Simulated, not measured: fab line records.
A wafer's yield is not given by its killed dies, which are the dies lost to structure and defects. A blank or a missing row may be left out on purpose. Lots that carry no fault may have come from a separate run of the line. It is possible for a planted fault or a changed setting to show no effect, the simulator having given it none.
Matching of chambers | flow gf180mcu | GF_V5_ETCH_16 on rieDiel-04: 4 sister chambers
The step etches BARC in N2/H2. 22 wafers are shown with their chamber, then 11 later ones without.

== EACH WAFER AND ITS CHAMBER ==
wafer  | chamber | drypumpMotorCurrentA (A) | throttleValvePct (%) | rfFwdPowerW (W)
L075.1 | 0       | 5.4                      | 13.230               | 496.2
L075.2 | 3       | 5.6                      | 13.238               | 493.2
L075.6 | 3       | 5.6                      | 13.229               | 492.2
L077.2 | 3       | 5.5                      | 13.233               | 497.7
L077.5 | 1       | 5.1                      | 13.253               | 493.7
L077.6 | 3       | 5.6                      | 13.226               | 498.3
L082.2 | 3       | 5.6                      | 13.230               | 495.0
L082.4 | 1       | 5.1                      | 13.224               | 497.2
L082.5 | 3       | 5.6                      | 13.224               | 496.2
L084.1 | 1       | 5.1                      | 13.232               | 493.3
L084.2 | 0       | 5.4                      | 13.210               | 498.8
L084.4 | 2       | 5.6                      | 13.223               | 494.6
L085.2 | 2       | 5.6                      | 13.209               | 496.1
L085.3 | 1       | 5.1                      | 13.234               | 492.7
L085.5 | 3       | 5.6                      | 13.231               | 497.7
L087.3 | 2       | 5.7                      | 13.222               | 494.8
L087.4 | 0       | 5.4                      | 13.224               | 496.7
L087.6 | 2       | 5.7                      | 13.204               | 494.3
L088.2 | 1       | 5.1                      | 13.207               | 496.2
L088.4 | 0       | 5.4                      | 13.227               | 497.4
L088.5 | 0       | 5.4                      | 13.236               | 493.7
L090.1 | 1       | 5.1                      | 13.223               | 493.6

SIGNATURES (averages over the wafers above)
reading              | chamber 0 | chamber 1 | chamber 2 | chamber 3 | scatter within a chamber
drypumpMotorCurrentA | 5.400     | 5.100     | 5.650     | 5.586     | 0.0321
throttleValvePct     | 13.22540  | 13.22883  | 13.21450  | 13.23014  | 0.0103
rfFwdPowerW          | 496.560   | 494.450   | 494.950   | 495.757   | 1.92
Rule: distance of a wafer from a chamber = root of the sum over the readings of ((wafer's reading minus chamber's mean) / reading's scatter) squared. If the next closest chamber is less than 2 further off than the closest, the wafer can't be placed; otherwise it belongs to the closest. The scatter is the square root of a quotient: the sum, over the shown wafers, of each reading's squared deviation from its chamber's mean, divided by wafers minus chambers.

== WAFERS WITHOUT THEIR CHAMBER ==
wafer  | drypumpMotorCurrentA (A) | throttleValvePct (%) | rfFwdPowerW (W)
L090.4 | 5.6                      | 13.216               | 493.0
L090.6 | 5.1                      | 13.217               | 492.3
L093.2 | 5.1                      | 13.225               | 495.1
L093.3 | 5.7                      | 13.234               | 494.9
L093.4 | 5.4                      | 13.226               | 496.5
L094.4 | 5.6                      | 13.223               | 497.3
L094.5 | 5.7                      | 13.211               | 497.2
L094.6 | 5.1                      | 13.209               | 497.1
L097.1 | 5.1                      | 13.233               | 494.6
L097.5 | 5.4                      | 13.230               | 497.8
L097.6 | 5.6                      | 13.221               | 495.1

== EACH ONE'S CHAMBER ==
wafer  | from the rows above     | in truth
L090.4 | can't be placed: 2 or 3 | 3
L090.6 | 1                       | 1
L093.2 | 1                       | 1
L093.3 | can't be placed: 2 or 3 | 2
L093.4 | 0                       | 0
L094.4 | can't be placed: 3 or 2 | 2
L094.5 | 2                       | 2
L094.6 | 1                       | 1
L097.1 | 1                       | 1
L097.5 | 0                       | 0
L097.6 | can't be placed: 3 or 2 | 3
7 of 11 placed correctly. These rows do not allow placing 4 (true chamber among the candidates in 4). Wrongly placed: 0.
